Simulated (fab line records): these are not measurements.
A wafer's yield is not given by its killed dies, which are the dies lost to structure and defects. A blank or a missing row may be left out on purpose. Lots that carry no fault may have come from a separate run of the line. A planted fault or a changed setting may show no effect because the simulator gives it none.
Shared-tool check | flow sfq-line | Lots sampled 15, wafers sampled 45

REASON FOR OPENING
Of 15 lots, 3 have the reading M3_NB_RS flagged at SFQ_M3_RS_MEAS_919. Fault-free wafers read 0.894 ohm/sq, with a standard deviation of 0.0098.
Rule: a lot gets a flag if all its wafers with a number sit over 4 standard deviations from that mean, or if no wafer of it has a number. The other lots count as sound.

lot  | measured     | on            | M3_NB_RS (ohm/sq), wafer by wafer | flag
L772 | day 25 13:16 | film-metro-01 | 0.889 0.893 0.889                 |
L773 | day 25 21:11 | film-metro-03 | 0.895 0.895 0.895                 |
L776 | day 27 04:25 | film-metro-04 | 0.905 0.912 0.906                 |
L777 | day 27 08:00 | film-metro-03 | 0.895 0.896 0.904                 |
L778 | day 27 16:24 | film-metro-03 | 0.899 0.905 0.908                 |
L781 | day 29 22:29 | film-metro-04 | 0.900 0.914 0.907                 |
L782 | day 30 07:54 | film-metro-04 | 0.893 0.894 0.886                 |
L785 | day 30 19:52 | film-metro-01 | 0.895 0.894 0.890                 |
L786 | day 31 04:41 | film-metro-03 | 0.452 0.448 0.450                 | FLAGGED
L787 | day 31 14:39 | film-metro-04 | 0.910 0.915 0.909                 |
L788 | day 31 18:28 | film-metro-03 | 0.438 0.436 0.440                 | FLAGGED
L790 | day 32 12:15 | film-metro-01 | 0.894 0.892 0.883                 |
L791 | day 32 15:52 | film-metro-03 | 0.887 0.890 0.887                 |
L792 | day 33 00:01 | film-metro-03 | 0.436 0.437 0.438                 | FLAGGED
L795 | day 33 10:34 | film-metro-04 | 0.889 0.887 0.895                 |
The mean of the flagged lots' numbers is 0.442 ohm/sq, -0.452 ohm/sq from the usual (-46 standard deviations).

WHICH TOOL RAN EACH LOT
The record keeps 1 process step preceding the reading, out of 325 steps on the route. Cell contents, in order: the tool; ch with the chambers the sampled wafers went through; the start.
lot  | flag    | SFQ_TRILAYER_M3_DEP_SPUTTER_073
L772 |         | pvd-sputter-05, day 25 13:10
L773 |         | pvd-sputter-03, day 25 21:05
L776 |         | pvd-sputter-04, day 27 04:16
L777 |         | pvd-sputter-05, day 27 07:53
L778 |         | pvd-sputter-03, day 27 16:16
L781 |         | pvd-sputter-03, day 29 22:21
L782 |         | pvd-sputter-03, day 30 07:47
L785 |         | pvd-sputter-04, day 30 19:46
L786 | FLAGGED | pvd-sputter-04, day 31 04:20
L787 |         | pvd-sputter-04, day 31 14:31
L788 | FLAGGED | pvd-sputter-05, day 31 18:07
L790 |         | pvd-sputter-05, day 32 12:07
L791 |         | pvd-sputter-03, day 32 15:43
L792 | FLAGGED | pvd-sputter-03, day 32 23:40
L795 |         | pvd-sputter-03, day 33 10:28
What these steps do:
- SFQ_TRILAYER_M3_DEP_SPUTTER_073: material Nb, target thk 200 nm, time 133.3 s.
- SFQ_M3_RS_MEAS_919: measures by four-point-probe.

FLAGGED AGAINST TOTAL, ONE TOOL AT A TIME (gauges that did the reading follow at the end)
step                            | tool           | lots run | flagged | share of the flagged lots | sound lots run after its first flagged lot
SFQ_TRILAYER_M3_DEP_SPUTTER_073 | pvd-sputter-03 | 7        | 1       | some                      | 1 (L795)
SFQ_TRILAYER_M3_DEP_SPUTTER_073 | pvd-sputter-04 | 4        | 1       | some                      | 1 (L787)
SFQ_TRILAYER_M3_DEP_SPUTTER_073 | pvd-sputter-05 | 4        | 1       | some                      | 1 (L790)
SFQ_M3_RS_MEAS_919              | film-metro-01  | 3        | 0       | none                      | -
SFQ_M3_RS_MEAS_919              | film-metro-03  | 7        | 3       | all                       | 1 (L791)
SFQ_M3_RS_MEAS_919              | film-metro-04  | 5        | 0       | none                      | -

WHAT IS ALLOWED BY THE TABLE
Rows of the table that ran each flagged lot: 1, that is film-metro-03 at SFQ_M3_RS_MEAS_919.
- film-metro-03 at SFQ_M3_RS_MEAS_919: 3 of its 7 lots flagged. Sound lots followed the first flagged one (L791) on it, something a lasting fault affecting the whole tool could not allow.
Every row of the table either missed a flagged lot or ran a sound lot after the first.

WHAT THE SIMULATOR HAD PUT IN
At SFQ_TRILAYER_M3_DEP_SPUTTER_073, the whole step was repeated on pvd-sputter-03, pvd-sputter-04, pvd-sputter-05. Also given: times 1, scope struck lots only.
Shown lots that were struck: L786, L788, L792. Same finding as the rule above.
